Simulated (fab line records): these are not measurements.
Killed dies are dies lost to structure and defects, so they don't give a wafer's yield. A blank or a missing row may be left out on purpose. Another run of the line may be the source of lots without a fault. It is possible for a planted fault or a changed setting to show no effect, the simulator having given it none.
Comparing a struck lot with a sound one || flow gf180mcu || 21 steps out of a route of 602
Sound: the wafers L821.1, L821.2, L821.3. Wafers struck: L837.2, L837.3, L837.4. At the end, the cause is stated.
Each step with rows lists, per side, the tool, then ch with its chambers, then its first start. Under that, the readings that differ: sound wafers || struck wafers || difference of the means || sigmas: that difference in standard deviations of wafers without a fault.
alike: readings whose means differ by less than 2 such deviations, and words and numbers that are the same on both sides. not compared: withheld readings, readings that some wafer has no value for, bounds like >300 that may hide the same value, and numbers for which the record gives no deviation and whose values overlap.
The two part at a step that has a row with sigmas, a row that says differs or no value, or rows on one side only. Numbers that don't overlap but have no deviation are shown without sigmas and don't part them. A reading missing from all wafers of one side parts the sides only when that side holds two or more wafers.

first, 3 steps without rows for these wafers: GF_MVSD_EXPOSE_04 (exposes mask MVSD, target cd 1000 nm); GF_MVSD_PEB_05; GF_MVSD_DEVELOP_06 (develop time 60 s).
GF_MVSD_OVL_MEAS_07:
  struck on overlay-02, day 8 08:43; sound on overlay-02, day 4 10:50
  alike: MVSD_OVL
then, 2 steps without rows for these wafers: GF_MVSD_IMPLANT_08; GF_MVSD_IMPLANT_09.
GF_MVSD_STRIP_10: strips in O2/N2.
  sound on plasma asher-03 ch 0,1, day 4 11:10; struck on plasma asher-03 ch 0,1, day 8 09:02
  alike: drypump motor current A, heater power w, n2 flow sccm, oes product au, platen temp c, strip time to endpoint s
  not compared: rf hours counter h
GF_MVSD_TW_MEAS_11:
  struck on film metro-03, day 8 09:09; sound on film metro-03, day 4 11:16
  alike: MVSD_TW
then, 4 steps without rows for these wafers: GF_MVPSD_DEHYDRATE_00 (time 60 s); GF_MVPSD_HMDS_01 (prime time 60 s); GF_MVPSD_COAT_02 (resist thk 3000 nm); GF_MVPSD_SOFTBAKE_03.
GF_MVPSD_EXPOSE_04: exposes mask MVPSD, target cd 1000 nm.
  sound on iline stepper-01 ch 0, day 4 17:52; struck on iline stepper-02 ch 0, day 8 17:58
{"reading": "mask", "sound": "MVPSD#0 MVPSD#0 MVPSD#0", "struck": "MVSD#0 MVSD#0 MVSD#0", "difference": "differs", "sigmas": ""}
  alike: reticle temp C
then, 2 steps without rows for these wafers: GF_MVPSD_PEB_05; GF_MVPSD_DEVELOP_06 (develop time 60 s).
GF_MVPSD_OVL_MEAS_07:
  struck on overlay-02, day 9 02:21; sound on overlay-02, day 5 00:59
{"reading": "MVPSD_OVL (nm)", "sound": "1.4 -0.4 -1.9", "struck": "- - -", "difference": "no value on the struck wafers", "sigmas": ""}
then, 2 steps without rows for these wafers: GF_MVPSD_IMPLANT_08; GF_MVPSD_IMPLANT_09.
GF_MVPSD_STRIP_10: strips in O2/N2.
  sound on plasma asher-01 ch 0,1, day 5 01:20; struck on plasma asher-03 ch 0,1, day 9 02:41
{"reading": "platen temp c (C)", "sound": "250.17 249.62 250.11", "struck": "250.55 250.45 250.11", "difference": "+0.40", "sigmas": "+2"}
  alike: drypump motor current A, heater power w, n2 flow sccm, oes product au, strip time to endpoint s
  not compared: rf hours counter h
GF_MVPSD_TW_MEAS_11:
  struck on film metro-04, day 9 03:01; sound on film metro-01, day 5 01:26
{"reading": "MVPSD_TW", "sound": "549 544 544", "struck": "30 30 30", "difference": -516, "sigmas": -85}
  not compared: hold
GF_PASSIVATION_PROBE_99:
  the record has rows for the sound wafers here (prober-01, day 29 05:50) and none for the struck ones

== WHERE THEY PART ==
At GF_MVPSD_EXPOSE_04 first; at GF_PASSIVATION_PROBE_99 last (within this record only).

WHY: what had been put in by the simulator
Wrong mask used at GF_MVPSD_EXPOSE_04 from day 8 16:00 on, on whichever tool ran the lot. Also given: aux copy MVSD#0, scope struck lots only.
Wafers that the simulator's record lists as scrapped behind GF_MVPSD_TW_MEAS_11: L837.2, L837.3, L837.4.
